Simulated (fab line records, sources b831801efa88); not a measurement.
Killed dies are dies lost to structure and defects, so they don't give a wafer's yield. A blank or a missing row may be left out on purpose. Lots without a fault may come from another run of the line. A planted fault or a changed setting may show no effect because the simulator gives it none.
One fault seen from 2 desks | flow sfq_line | each desk has only its own numbers; what lay behind them comes last

THE TOOL OWNER'S DESK: pecvd-03
The tool's own readings at SFQ_TRILAYER_I2_DEP_PECVD_063 (deposits SiO2 from SiH4/N2O, time 111.11 s, target thk 500 nm): means of the sampled wafers that have a number, for each lot that ran on this tool. A lot is out of limits, marked OUT, if its mean lies more than 4 standard deviations from the usual mean; the brackets give that distance.
Columns: A = heater_power_w at SFQ_TRILAYER_I2_DEP_PECVD_063, usual 82 W; B = run_length_s at SFQ_TRILAYER_I2_DEP_PECVD_063, usual 139.2 s; C = throttle_valve_pct at SFQ_TRILAYER_I2_DEP_PECVD_063, usual 24.6 %
lot  | first seen here | A  | B               | C
L923 | day 25 06:03    | 73 | 139.1           | 24.0
L925 | day 25 21:29    | 74 | 138.9           | 23.7
L931 | day 28 05:58    | 68 | 139.2           | 24.2
L932 | day 28 14:11    | 79 | 139.0           | 23.9
L938 | day 30 14:11    | 76 | 150.9 (+21) OUT | 24.2
L941 | day 32 00:04    | 86 | 144.9 (+10) OUT | 24.1
This desk's finding: out of limits on L938, L941; first on L938, day 30 14:11 (run_length_s at SFQ_TRILAYER_I2_DEP_PECVD_063). In limits: L923, L925, L931, L932.

THE METROLOGY DESK
What the gauges read, lot by lot, whatever tool the lot ran on: means of the sampled wafers that have a number. A lot is out of limits, marked OUT, if its mean lies more than 4 standard deviations from the usual mean; the brackets give that distance.
Columns: A = M1_OVL at SFQ_M1_OVL_MEAS_911, usual -1 nm; B = M2_OVL at SFQ_M2_OVL_MEAS_916, usual -3 nm
lot  | first seen here | A  | B
L919 | day 11 09:30    | -1 | -3
L922 | day 12 05:54    | 2  | -5
L923 | day 12 11:54    | 10 | -7
L924 | day 12 13:06    | 9  | -7
L925 | day 12 16:42    | 3  | -6
L928 | day 13 15:30    | -6 | -7
L929 | day 13 19:07    | -7 | 3
L931 | day 14 15:42    | -4 | 1
L930 | day 14 16:54    | 1  | -4
L932 | day 14 21:43    | -1 | -3
L934 | day 15 16:54    | -4 | -4
L938 | day 17 04:07    | 3  | -4
L941 | day 17 23:19    | 1  | -8
L942 | day 18 05:19    | -6 | -5
This desk's finding: nothing out of limits on any of the 14 lots.

PUT TOGETHER
The tool owner's desk could have raised an alarm at day 30 14:11, on L938, L941.
The metrology desk saw nothing out of limits.
The metrology desk has L938, L941 on record, within its limits.
Of the lots named, all ran SFQ_TRILAYER_I2_DEP_PECVD_063 on pecvd-03.

WHAT THE SIMULATOR HAD PUT IN
Process parameter drift: pecvd-03, from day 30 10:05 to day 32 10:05, at SFQ_TRILAYER_I2_DEP_PECVD_063. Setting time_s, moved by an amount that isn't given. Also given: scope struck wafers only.
Lots struck among those shown: L938, L941.
Hours from the fault's start to each desk's first reading out of limits: the tool owner's desk, 4.
